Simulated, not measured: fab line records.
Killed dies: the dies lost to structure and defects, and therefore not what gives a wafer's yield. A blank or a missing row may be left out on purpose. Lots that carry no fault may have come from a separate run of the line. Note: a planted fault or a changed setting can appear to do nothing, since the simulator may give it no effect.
Commonality check across tools || flow gf180mcu || 36 wafers sampled across 12 lots

## REASON FOR OPENING
1 of 12 lots carry a flag on the reading VT_IMPLANT_2_TW at GF_VT_IMPLANT_TW_MEAS_21. No-fault wafers: 1205, standard deviation 6.7.
Rule: a lot is flagged in two cases, either no wafer of it has a number, or all its wafers with numbers fall more than 4 standard deviations from that mean. The rest of the lots are taken to be sound.

{"lot": "L343", "measured": "day 6 20:17", "on": "film_metro-03", "VT_IMPLANT_2_TW, wafer by wafer": "1202 1198 1198", "flag": ""}
{"lot": "L344", "measured": "day 7 00:58", "on": "film_metro-04", "VT_IMPLANT_2_TW, wafer by wafer": "1217 1210 1207", "flag": ""}
{"lot": "L345", "measured": "day 7 06:17", "on": "film_metro-04", "VT_IMPLANT_2_TW, wafer by wafer": "1205 1202 1201", "flag": ""}
{"lot": "L346", "measured": "day 7 13:30", "on": "film_metro-02", "VT_IMPLANT_2_TW, wafer by wafer": "1203 1212 1205", "flag": ""}
{"lot": "L349", "measured": "day 8 07:24", "on": "film_metro-02", "VT_IMPLANT_2_TW, wafer by wafer": "1205 1200 1202", "flag": ""}
{"lot": "L350", "measured": "day 8 11:55", "on": "film_metro-04", "VT_IMPLANT_2_TW, wafer by wafer": "1199 1209 1204", "flag": ""}
{"lot": "L351", "measured": "day 8 23:03", "on": "film_metro-02", "VT_IMPLANT_2_TW, wafer by wafer": "1209 1201 1210", "flag": ""}
{"lot": "L352", "measured": "day 9 04:22", "on": "film_metro-03", "VT_IMPLANT_2_TW, wafer by wafer": "30 29 29", "flag": "FLAGGED"}
{"lot": "L356", "measured": "day 10 04:12", "on": "film_metro-02", "VT_IMPLANT_2_TW, wafer by wafer": "1211 1216 1213", "flag": ""}
{"lot": "L360", "measured": "day 11 09:28", "on": "film_metro-02", "VT_IMPLANT_2_TW, wafer by wafer": "1213 1208 1208", "flag": ""}
{"lot": "L362", "measured": "day 11 19:49", "on": "film_metro-03", "VT_IMPLANT_2_TW, wafer by wafer": "1202 1195 1198", "flag": ""}
{"lot": "L364", "measured": "day 12 10:20", "on": "film_metro-02", "VT_IMPLANT_2_TW, wafer by wafer": "1209 1215 1211", "flag": ""}
On average the flagged lots read 29, which is -1176 against the usual, or -99 or more standard deviations.

## TOOL THAT RAN EACH LOT
The record holds 1 process step before the reading, out of a route of 602 steps. Cell contents, in order: the tool; ch with the chambers the sampled wafers went through; the start.
{"lot": "L343", "flag": "", "GF_VT_IMPLANT_EXPOSE_15": "iline_stepper-01 ch 0, day 6 12:15"}
{"lot": "L344", "flag": "", "GF_VT_IMPLANT_EXPOSE_15": "iline_stepper-01 ch 0, day 6 17:29"}
{"lot": "L345", "flag": "", "GF_VT_IMPLANT_EXPOSE_15": "iline_stepper-02 ch 0, day 6 22:35"}
{"lot": "L346", "flag": "", "GF_VT_IMPLANT_EXPOSE_15": "iline_stepper-02 ch 0, day 7 05:22"}
{"lot": "L349", "flag": "", "GF_VT_IMPLANT_EXPOSE_15": "iline_stepper-02 ch 0, day 7 23:22"}
{"lot": "L350", "flag": "", "GF_VT_IMPLANT_EXPOSE_15": "iline_stepper-02 ch 0, day 8 03:27"}
{"lot": "L351", "flag": "", "GF_VT_IMPLANT_EXPOSE_15": "iline_stepper-01 ch 0, day 8 14:32"}
{"lot": "L352", "flag": "FLAGGED", "GF_VT_IMPLANT_EXPOSE_15": "iline_stepper-02 ch 0, day 8 20:09"}
{"lot": "L356", "flag": "", "GF_VT_IMPLANT_EXPOSE_15": "iline_stepper-02 ch 0, day 9 19:19"}
{"lot": "L360", "flag": "", "GF_VT_IMPLANT_EXPOSE_15": "iline_stepper-01 ch 0, day 11 00:08"}
{"lot": "L362", "flag": "", "GF_VT_IMPLANT_EXPOSE_15": "iline_stepper-02 ch 0, day 11 10:14"}
{"lot": "L364", "flag": "", "GF_VT_IMPLANT_EXPOSE_15": "iline_stepper-02 ch 0, day 12 00:43"}
These steps, and what they do:
- GF_VT_IMPLANT_EXPOSE_15: exposes mask Nwell LV AREA, target cd 860 nm.
- GF_VT_IMPLANT_TW_MEAS_21

## FLAGGED AGAINST TOTAL, ONE TOOL AT A TIME (gauges that did the reading follow at the end)
{"step": "GF_VT_IMPLANT_EXPOSE_15", "tool": "iline_stepper-01", "lots run": 4, "flagged": 0, "share of the flagged lots": "none", "sound lots run after its first flagged lot": "-"}
{"step": "GF_VT_IMPLANT_EXPOSE_15", "tool": "iline_stepper-02", "lots run": 8, "flagged": 1, "share of the flagged lots": "all", "sound lots run after its first flagged lot": "3 (L356,L362,L364)"}
{"step": "GF_VT_IMPLANT_TW_MEAS_21", "tool": "film_metro-02", "lots run": 6, "flagged": 0, "share of the flagged lots": "none", "sound lots run after its first flagged lot": "-"}
{"step": "GF_VT_IMPLANT_TW_MEAS_21", "tool": "film_metro-03", "lots run": 3, "flagged": 1, "share of the flagged lots": "all", "sound lots run after its first flagged lot": "1 (L362)"}
{"step": "GF_VT_IMPLANT_TW_MEAS_21", "tool": "film_metro-04", "lots run": 3, "flagged": 0, "share of the flagged lots": "none", "sound lots run after its first flagged lot": "-"}

## WHAT THE TABLE PERMITS
iline_stepper-02 at GF_VT_IMPLANT_EXPOSE_15 and film_metro-03 at GF_VT_IMPLANT_TW_MEAS_21 are the 2 rows of the table that ran each flagged lot.
- iline_stepper-02 at GF_VT_IMPLANT_EXPOSE_15 ran 8 lots, 1 of them flagged. Sound lots ran on it after the first flagged one (L356, L362, L364), which a lasting fault on the whole tool wouldn't allow.
- film_metro-03 at GF_VT_IMPLANT_TW_MEAS_21 ran 3 lots, 1 of them flagged. Sound lots ran on it after the first flagged one (L362), which a lasting fault on the whole tool wouldn't allow.
No row of the table ran every flagged lot and no sound lot after the first.

## WHAT THE SIMULATOR PUT IN
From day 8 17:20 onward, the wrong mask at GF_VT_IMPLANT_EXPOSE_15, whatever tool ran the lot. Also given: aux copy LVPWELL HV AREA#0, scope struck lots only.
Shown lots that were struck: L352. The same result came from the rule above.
